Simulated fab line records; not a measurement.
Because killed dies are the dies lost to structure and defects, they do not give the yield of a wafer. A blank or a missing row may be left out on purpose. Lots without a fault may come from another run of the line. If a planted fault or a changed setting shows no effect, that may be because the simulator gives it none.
What tool caused it? ; flow sky130 ; 11 lots with 33 wafers sampled at 2 steps, on a route of 708 steps

## WHAT THE GAUGES READ, wafer by wafer
SKY_CONTACT_RS_MEAS_25: the measuring method here is four-point-probe.
lot;measured;on;CONTACT_W_RS (ohm/sq)
L269;day 32 15:58;film-metro-03;0.337 0.329 0.339
L271;day 33 05:46;film-metro-03;0.344 0.327 0.341
L270;day 33 16:21;film-metro-04;0.331 0.331 0.330
L272;day 34 05:59;film-metro-02;0.344 0.337 0.340
L274;day 34 22:07;film-metro-02;0.327 0.338 0.340
L276;day 35 17:42;film-metro-04;0.347 0.341 0.347
L278;day 35 22:00;film-metro-04;0.340 0.343 0.342
L281;day 36 07:05;film-metro-03;0.347 0.341 0.482 0.346 0.341 0.483
L280;day 36 11:28;film-metro-02;0.340 0.342 0.479 0.341 0.341 0.479
L283;day 37 04:34;film-metro-02;0.342 0.331 0.341
L289;day 39 05:23;film-metro-03;0.344 0.323 0.341

## WHAT TOOL EACH LOT RAN ON (gives the tool, then ch and the chambers of the sampled wafers, and finally the start)
lot;SKY_CONTACT_CVD_24
L269;cvd-w-02 ch 0,1, day 32 15:51
L271;cvd-w-02 ch 0,1, day 33 05:38
L270;cvd-w-02 ch 1, day 33 16:08
L272;cvd-w-01 ch 0,1, day 34 05:52
L274;cvd-w-02 ch 0,1, day 34 22:01
L276;cvd-w-01 ch 0,1, day 35 17:35
L278;cvd-w-01 ch 0,1, day 35 21:53
L281;cvd-w-01 ch 0,1, day 36 06:59
L280;cvd-w-01 ch 0,1, day 36 11:22
L283;cvd-w-02 ch 0,1, day 37 04:28
L289;cvd-w-02 ch 0,1, day 39 05:16
- SKY_CONTACT_CVD_24: deposits W, target thk 340 nm, time 102.12 s.

## THE ANSWER, worked out from the rows above alone
Rule: the usual values come from the lots themselves. The widest of any qualifying gaps counts: lots, ordered by their means at a reading, are off when they make up no more than a third of the lots, leave a main group of 4 or more, and stand apart from it by 3 or more times the standard deviation of that group's means. A main group is skipped when, at the precision printed for the reading in the tables above, its means are all equal. Also off: a lot with no number at a reading for which 4 or more lots have one. Where the step has rows for the other lots, those lots are counted as sound.
Off: L281, L280, seen at SKY_CONTACT_RS_MEAS_25 (CONTACT_W_RS). The main group: mean 0.338 ohm/sq, standard deviation 0.004.
A tool fits if, at a process step before that reading, it ran every lot that is off, and no sound lot after the first of them. Gauges at SKY_CONTACT_RS_MEAS_25: tried the same way as those tools. One candidate fits, namely cvd-w-01 at SKY_CONTACT_CVD_24. A fault onset in the window from L278 (day 35 21:53, its last sound lot) to L281 (day 36 06:59, its first lot off) fits.

## WHAT THE SIMULATOR PUT IN
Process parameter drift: cvd-w-01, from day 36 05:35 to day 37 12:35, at SKY_CONTACT_CVD_24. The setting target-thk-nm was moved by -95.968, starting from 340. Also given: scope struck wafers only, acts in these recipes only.
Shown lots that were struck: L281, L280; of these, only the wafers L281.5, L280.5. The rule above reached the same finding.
